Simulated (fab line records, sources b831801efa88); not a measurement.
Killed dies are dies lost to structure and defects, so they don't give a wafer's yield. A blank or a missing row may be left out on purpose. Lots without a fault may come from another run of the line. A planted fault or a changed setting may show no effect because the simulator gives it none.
Split-lot experiment | flow sky130 | 5 lots, 23 wafers read, on a route of 708 steps

THE SPLIT
At SKY_LI_CONTACT_HDPCVD_00 (deposits PSG, target thk 930 nm, time 155 s), the setting time_s was moved away from the recipe's 155 s on 7 of the 23 wafers read, by -14.8% to +5.7%. The other wafers ran this setting at the recipe's value.

The file shows no step between the split and the reading.

THE READING
LI_CONTACT_HDPCVD_THK, in nm, at SKY_LI_CONTACT_THK_MEAS_01. Fault-free wafers of this fab line usually give 930 nm, standard deviation 9.6 nm.

wafer  | tool, chamber at the split | time_s as run, s | against the recipe | LI_CONTACT_HDPCVD_THK, nm | against lot-mates on the recipe
L074.1 | hdpcvd-01, 2               | 163.9            | +5.7%              | 992                       | +46
L074.2 | hdpcvd-01, 0               | 155              | recipe             | 945                       | -
L074.4 | hdpcvd-01, 2               | 155              | recipe             | 949                       | -
L074.5 | hdpcvd-01, 1               | 163.9            | +5.7%              | 997                       | +51
L074.6 | hdpcvd-01, 0               | 155              | recipe             | 943                       | -
L078.1 | hdpcvd-02, 2               | 155              | recipe             | 919                       | -
L078.2 | hdpcvd-02, 1               | 155              | recipe             | 914                       | -
L078.3 | hdpcvd-02, 0               | 155              | recipe             | 929                       | -
L078.5 | hdpcvd-02, 1               | 140.9            | -9.1%              | 837                       | -84
L078.6 | hdpcvd-02, 2               | 140.9            | -9.1%              | 835                       | -86
L079.1 | hdpcvd-01, 2               | 155              | recipe             | 931                       | -
L079.4 | hdpcvd-01, 0               | 155              | recipe             | 934                       | -
L079.5 | hdpcvd-01, 2               | 155              | recipe             | 914                       | -
L080.1 | hdpcvd-01, 2               | 155              | recipe             | 932                       | -
L080.2 | hdpcvd-01, 1               | 132.1            | -14.8%             | 787                       | -144
L080.4 | hdpcvd-01, 2               | 132.1            | -14.8%             | 786                       | -144
L080.5 | hdpcvd-01, 0               | 155              | recipe             | 929                       | -
L080.6 | hdpcvd-01, 1               | 132.1            | -14.8%             | 786                       | -144
L082.2 | hdpcvd-01, 0               | 155              | recipe             | 937                       | -
L082.3 | hdpcvd-01, 2               | 155              | recipe             | 929                       | -
L082.4 | hdpcvd-01, 2               | 155              | recipe             | 936                       | -
L082.5 | hdpcvd-01, 0               | 155              | recipe             | 931                       | -
L082.6 | hdpcvd-01, 1               | 155              | recipe             | 928                       | -

THE FIT
A straight line over all 23 wafers: LI_CONTACT_HDPCVD_THK changes by +10.1 nm for each +1% of time_s; r = +0.99; the points scatter about the line by 8.8 nm.
The same after taking each lot's own level away (the mean of its wafers on the recipe; 23 wafers): +9.54 nm for each +1%; r = +1.00; scatter 5.1 nm.
On that fit, the largest move of time_s shifts the reading by 1.4e+02 nm.
The lots' own levels span 920.7 to 945.7 nm, that is 2.6 times the standard deviation above.
So the lot-to-lot level changes the slope little: the two slopes agree.
Check: with one of the wafers moved furthest among these (-14.8%) left out of the fit, the line predicts -141 nm for it against its lot-mates. It came out at -144 nm against them.

OTHER SPLITS ON THESE WAFERS
These wafers also went through other splits before the reading. Each is held against what the fit with the lots' levels taken away leaves over:
other split on the same wafers          | wafers away from the commonest value | r with LI_CONTACT_HDPCVD_THK (lot level and that fit taken away)
SKY_LDD_HVN_COAT_02 resist_thk_nm       | 8                                    | +0.22
SKY_LDD_HVN_IMPLANT_08 dose_cm2         | 11                                   | +0.10
SKY_LDD_LDN_IMPLANT_10 energy_kev       | 10                                   | +0.02
SKY_SD_P_IMPLANT_09 dose_cm2            | 10                                   | +0.09
SKY_RES_XHIGH_COAT_02 spin_rpm          | 4                                    | -0.18
SKY_RES_XHIGH_DEVELOP_06 develop_time_s | 6                                    | +0.18
SKY_SD_N_IMPLANT_10 energy_kev          | 10                                   | -0.09

THE WHOLE CHAIN: every reading that the file lists as answering this split, in the file's order
step                       | what it does                                | reading                                                                             | change (the file's fit)              | r (the file's)
SKY_LI_CONTACT_HDPCVD_00   | deposits PSG, target thk 930 nm, time 155 s | PSG_of_LI_CONTACT_HDPCVD_00.thk_nm (the simulator's own value, which no gauge read) | +9.54 nm for each +1% of the setting | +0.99
SKY_LI_CONTACT_THK_MEAS_01 |                                             | LI_CONTACT_HDPCVD_THK                                                               | +9.52 for each +1% of the setting    | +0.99

THE FILE'S OWN FIT
LI_CONTACT_HDPCVD_THK changes by +9.52 nm for each +1% of time_s, r = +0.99.
